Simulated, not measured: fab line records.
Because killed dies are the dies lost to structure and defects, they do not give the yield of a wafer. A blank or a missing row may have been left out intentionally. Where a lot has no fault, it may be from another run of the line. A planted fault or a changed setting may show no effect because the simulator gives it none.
One fault seen from 2 desks || flow sfq_line || each desk holds nothing but its own numbers, with what lay behind them at the end

== THE TOOL OWNER'S DESK: rie_metal-04 ==
The tool's own readings at SFQ_TRILAYER_M4_ETCH_METAL_ETCH_096 (etches Nb in Cl2/Ar, stops on SiO2, target depth 240 nm, time 120 s): means of the sampled wafers that have a number, for each lot that ran on this tool. The brackets show how far a lot's mean lies from the usual mean; more than 4 standard deviations puts the lot out of limits, marked OUT.
Columns: A = drypump_motor_current_A at SFQ_TRILAYER_M4_ETCH_METAL_ETCH_096, usual 6.0 A; B = oes_product_au at SFQ_TRILAYER_M4_ETCH_METAL_ETCH_096, usual 0.891 a.u.
{"lot": "L552", "first seen here": "day 57 00:14", "A": 6.6, "B": 0.890}
{"lot": "L556", "first seen here": "day 57 23:26", "A": 6.5, "B": 0.893}
{"lot": "L557", "first seen here": "day 58 03:02", "A": 6.5, "B": 0.897}
This desk found nothing out of limits on any of the 3 lots.

== THE METROLOGY DESK ==
Lot by lot, what the gauges showed, no matter which tool ran the lot: averages of those sampled wafers that carry a number. The brackets show how far a lot's mean lies from the usual mean; more than 4 standard deviations puts the lot out of limits, marked OUT.
Columns: A = M4_NB_RS at SFQ_M4_RS_MEAS_924, usual 0.895 ohm/sq; B = M4_OVL at SFQ_M4_OVL_MEAS_926, usual 1 nm
{"lot": "L547", "first seen here": "day 47 23:37", "A": 0.915, "B": -3}
{"lot": "L552", "first seen here": "day 50 23:35", "A": 0.899, "B": -1}
{"lot": "L556", "first seen here": "day 52 06:26", "A": 0.902, "B": 2}
{"lot": "L557", "first seen here": "day 52 12:25", "A": 0.886, "B": -1}
{"lot": "L564", "first seen here": "day 57 14:38", "A": 0.898, "B": 4}
{"lot": "L566", "first seen here": "day 62 23:11", "A": 0.884, "B": 1}
This desk found nothing out of limits on any of the 6 lots.

== BROUGHT TOGETHER ==
The desk of the tool owner found nothing out of limits.
From the metrology desk's view, nothing was out of limits.

== WHAT HAD BEEN PUT IN BY THE SIMULATOR ==
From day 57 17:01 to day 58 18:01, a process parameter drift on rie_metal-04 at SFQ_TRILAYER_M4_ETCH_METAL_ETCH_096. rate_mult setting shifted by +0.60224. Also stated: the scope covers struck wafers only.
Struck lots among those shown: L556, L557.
